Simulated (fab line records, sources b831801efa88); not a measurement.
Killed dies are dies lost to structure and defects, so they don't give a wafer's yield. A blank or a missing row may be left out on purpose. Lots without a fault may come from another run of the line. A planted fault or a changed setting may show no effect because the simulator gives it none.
Which tool did it? | flow gf180mcu | 12 lots, 36 wafers sampled, at 2 steps of a route of 602

WHAT THE GAUGES READ, wafer by wafer
GF_V3_RS_MEAS_24: measures by four-point-probe.
lot  | measured     | on            | V3_W_RS (ohm/sq)
L075 | day 23 05:43 | film_metro-03 | 0.324 0.321 0.328
L076 | day 23 11:13 | film_metro-03 | 0.328 0.334 0.331
L079 | day 24 04:58 | film_metro-01 | 0.334 0.337 0.332
L081 | day 24 22:17 | film_metro-02 | 0.337 0.328 0.325
L083 | day 25 20:59 | film_metro-02 | 0.330 0.334 0.329
L085 | day 26 11:19 | film_metro-03 | 0.329 0.325 0.331
L087 | day 27 04:55 | film_metro-03 | 0.321 0.325 0.324
L088 | day 27 20:11 | film_metro-03 | 0.327 0.327 0.327
L090 | day 28 09:50 | film_metro-03 | 0.333 0.326 0.325
L093 | day 29 02:35 | film_metro-01 | 0.333 0.333 0.333
L094 | day 29 06:24 | film_metro-03 | 0.326 0.322 0.332
L097 | day 30 00:11 | film_metro-03 | 0.333 0.333 0.323

WHICH TOOL RAN EACH LOT (tool, then ch and the chambers of the sampled wafers, then the start)
lot  | GF_V3_ETCH_17
L075 | rie_diel-02 ch 1,3, day 23 05:43 or earlier
L076 | rie_diel-04 ch 0,1,2, day 23 11:13 or earlier
L079 | rie_diel-02 ch 0,1,2, day 24 04:58 or earlier
L081 | rie_diel-04 ch 0,1,3, day 24 22:17 or earlier
L083 | rie_diel-02 ch 0,1,3, day 25 20:59 or earlier
L085 | rie_diel-04 ch 0,1, day 26 11:19 or earlier
L087 | rie_diel-01 ch 0,3, day 27 04:55 or earlier
L088 | rie_diel-04 ch 2,3, day 27 20:11 or earlier
L090 | rie_diel-01 ch 0,2,3, day 28 09:50 or earlier
L093 | rie_diel-04 ch 0,3, day 29 02:35 or earlier
L094 | rie_diel-04 ch 1,3, day 29 06:24 or earlier
L097 | rie_diel-02 ch 0,1, day 30 00:11 or earlier
- GF_V3_ETCH_17: etches SiO2 in C4F8/O2/Ar, stops on TiN, target depth 635 nm.

THE ANSWER, worked out from the rows above alone
Rule: what is usual is taken from the lots themselves. Put in order of their means at a reading, lots are off if they are a third of the lots or fewer, leave a main group of 4 or more, and stand apart from it by a gap of 3 or more times the standard deviation of the main group's means; of several such gaps the widest counts. A main group whose means are all the same, to the digits that the tables above print for the reading, isn't used. A lot without any number at a reading at which 4 lots or more have one is off too. The other lots that the step has rows for count as sound.
No lot is off at any reading shown: from this, nothing can be told.

WHAT THE SIMULATOR HAD PUT IN
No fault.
